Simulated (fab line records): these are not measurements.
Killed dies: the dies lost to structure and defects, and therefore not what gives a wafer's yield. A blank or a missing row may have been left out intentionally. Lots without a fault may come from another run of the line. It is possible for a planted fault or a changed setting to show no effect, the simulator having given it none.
A struck lot beside a sound one ; flow sky130 ; 31 steps out of a route of 708
Sound: wafers L352.2, L352.4, L352.5. Struck: wafers L367.2, L367.3, L367.4. The cause is given at the end.
For every step that has rows: the tool of each side, followed by ch and its chambers, followed by its first start. Under that, the readings that differ: sound wafers ; struck wafers ; difference of the means ; sigmas: that difference in standard deviations of wafers without a fault.
alike: readings with means less than 2 such deviations apart, plus words and numbers identical on both sides. not compared: withheld readings, readings lacking a value on some wafer, bounds such as >300 that could conceal the same value, and numbers that have no deviation in the record and whose values overlap.
Wherever a step has rows on one side only, a row that says differs or no value, or a row with sigmas, the two part there. Non-overlapping numbers with no deviation appear without sigmas and do not part them. A reading missing from all wafers of one side parts the sides only when that side holds two or more wafers.

first, 6 steps without rows for these wafers: SKY_SONOS_TUNNEL_HMDS_01 (prime time 60 s); SKY_SONOS_TUNNEL_COAT_02 (resist thk 1140 nm); SKY_SONOS_TUNNEL_SOFTBAKE_03 (time 60 s); SKY_SONOS_TUNNEL_EXPOSE_04 (exposes mask TUNM, target cd 410 nm); SKY_SONOS_TUNNEL_PEB_05; SKY_SONOS_TUNNEL_DEVELOP_06 (develop time 62.18 s).
SKY_SONOS_TUNNEL_CD_MEAS_07 targets a cd of 410 nm.
  struck on cd_sem-02, day 16 08:21; sound on cd_sem-01, day 11 15:45
  alike: cd_nm
SKY_SONOS_TUNNEL_OVL_MEAS_08:
  struck on overlay-01, day 16 08:28; sound on overlay-02, day 11 15:52
  alike: SONOS_TUNNEL_OVL
then, 3 steps without rows for these wafers: SKY_SONOS_TUNNEL_IMPLANT_09; SKY_SONOS_TUNNEL_WET_ETCH_10 (etches SiO2 in dHF, target depth 14 nm, time 280 s); SKY_SONOS_TUNNEL_STRIP_11 (strips in SPM, time 600 s).
SKY_SONOS_TUNNEL_TW_MEAS_12:
  struck on film_metro-01, day 16 08:56; sound on film_metro-02, day 11 16:20
  alike: SONOS_TUNNEL_TW
SKY_SONOS_TUNNEL_CLEAN_13: cleans in dHF, time 20 s.
  sound on wet_bench-03 ch 3, day 11 16:23; struck on wet_bench-02 ch 2, day 16 08:59
  no value came back on the struck wafers for run_length_s (s), time_s (s); on the sound wafers run_length_s (s) reads 46.4 46.4 46.4
reading;sound;struck;difference;sigmas
model.SiO2_of_NWELL_OXIDATION_01.thk_nm (nm);9.04 9.014 8.86;9.306 9.439 9.471;+0.434;
then, 1 step without rows for these wafers: SKY_SONOS_ONO_OXIDATION_00 (stabilise 600 s, purge 300 s, target thk 2.6 nm).
SKY_SONOS_ONO_THK_MEAS_01:
  struck on film_metro-02, day 16 10:21; sound on film_metro-04, day 11 19:02
  alike: SONOS_ONO_OXIDATION_THK
then, 1 step without rows for these wafers: SKY_SONOS_ONO_CVD_02 (deposits Si3N4 from DCS/NH3, target thk 10.5 nm, time 180 s).
SKY_SONOS_ONO_THK_MEAS_03:
  struck on film_metro-02, day 16 11:28; sound on film_metro-02, day 11 20:35
  alike: SONOS_ONO_CVD_02_THK
then, 1 step without rows for these wafers: SKY_SONOS_ONO_CVD_04 (deposits SiO2 from SiH4/N2O, target thk 5.7199 nm).
SKY_SONOS_ONO_THK_MEAS_05:
  struck on film_metro-04, day 16 12:46; sound on film_metro-03, day 11 21:53
  alike: SONOS_ONO_CVD_04_THK
then, 7 steps without rows for these wafers: SKY_SONOS_ONO_DEHYDRATE_06 (time 60 s); SKY_SONOS_ONO_HMDS_07 (prime time 60 s); SKY_SONOS_ONO_COAT_08 (resist thk 1140 nm); SKY_SONOS_ONO_SOFTBAKE_09 (time 60 s); SKY_SONOS_ONO_EXPOSE_10 (exposes mask ONOM, target cd 410 nm); SKY_SONOS_ONO_PEB_11; SKY_SONOS_ONO_DEVELOP_12 (develop time 60 s).
SKY_SONOS_ONO_CD_MEAS_13 targets a cd of 410 nm.
  struck on cd_sem-02, day 17 18:04; sound on cd_sem-01, day 12 21:48
  alike: cd_nm
SKY_SONOS_ONO_OVL_MEAS_14:
  struck on overlay-01, day 17 18:10; sound on overlay-02, day 12 21:55
  alike: SONOS_ONO_OVL
SKY_SONOS_ONO_ETCH_15: etches the open film in CHF3/O2, target depth 19.52 nm, time 8.167 s.
  sound on rie_diel-01 ch 0,1, day 12 21:56; struck on rie_diel-04 ch 0,1,3, day 17 18:12
reading;sound;struck;difference;sigmas
model.SiO2_of_NWELL_OXIDATION_01.thk_nm (nm);5.59 5.551 5.434;5.765 5.895 5.969;+0.351;
  alike: chamber_pressure_mTorr, drypump_motor_current_A, oes_product_au, throttle_valve_pct
  not compared: rf_hours_counter_h
then, 1 step without rows for these wafers: SKY_SONOS_ONO_WET_ETCH_16 (etches SiO2 in dHF, target depth 14 nm, time 280 s).
-- record jumps: 31 days separate the struck wafers' starts on either side; left off in module SONOS_ONO, taken up again in module PAD_OPEN, whose first shown step is the route's number 708 --
SKY_PAD_OPEN_PROBE_99:
  struck on prober-02, day 49 04:37; sound on prober-01, day 46 05:29
reading;sound;struck;difference;sigmas
model.etest.cap_ono.gate_bv_v (V);16.97 16.56 16.37;12.98 12.99 12.82;-3.70;
model.etest.cap_ono.gate_log10_a_cm2;-8.261 -8.226 -8.226;-6.384 -6.392 -6.282;+1.885;
model.etest.sonos_baked.vt_less_v (V);-0.4952 -0.4668 -0.4972;-0.7278 -0.6875 -0.6795;-0.2119;
model.etest.sonos_baked.vt_v (V);0.8849 0.8834 0.8812;0.734 0.7434 0.7769;-0.132;
  alike: killed_at_M0_to_M3, killed_at_M4_up, killed_at_contacts, killed_at_front_end, killed_at_other, killed_dies, killed_open, killed_short

== WHERE THEY PART ==
Only at SKY_SONOS_TUNNEL_CLEAN_13, within this record. Later steps at which nothing parts them and some readings are alike: SKY_SONOS_ONO_THK_MEAS_01, SKY_SONOS_ONO_THK_MEAS_03, SKY_SONOS_ONO_THK_MEAS_05, SKY_SONOS_ONO_CD_MEAS_13, SKY_SONOS_ONO_OVL_MEAS_14, SKY_SONOS_ONO_ETCH_15, SKY_PAD_OPEN_PROBE_99.

WHY: whatever the simulator had introduced
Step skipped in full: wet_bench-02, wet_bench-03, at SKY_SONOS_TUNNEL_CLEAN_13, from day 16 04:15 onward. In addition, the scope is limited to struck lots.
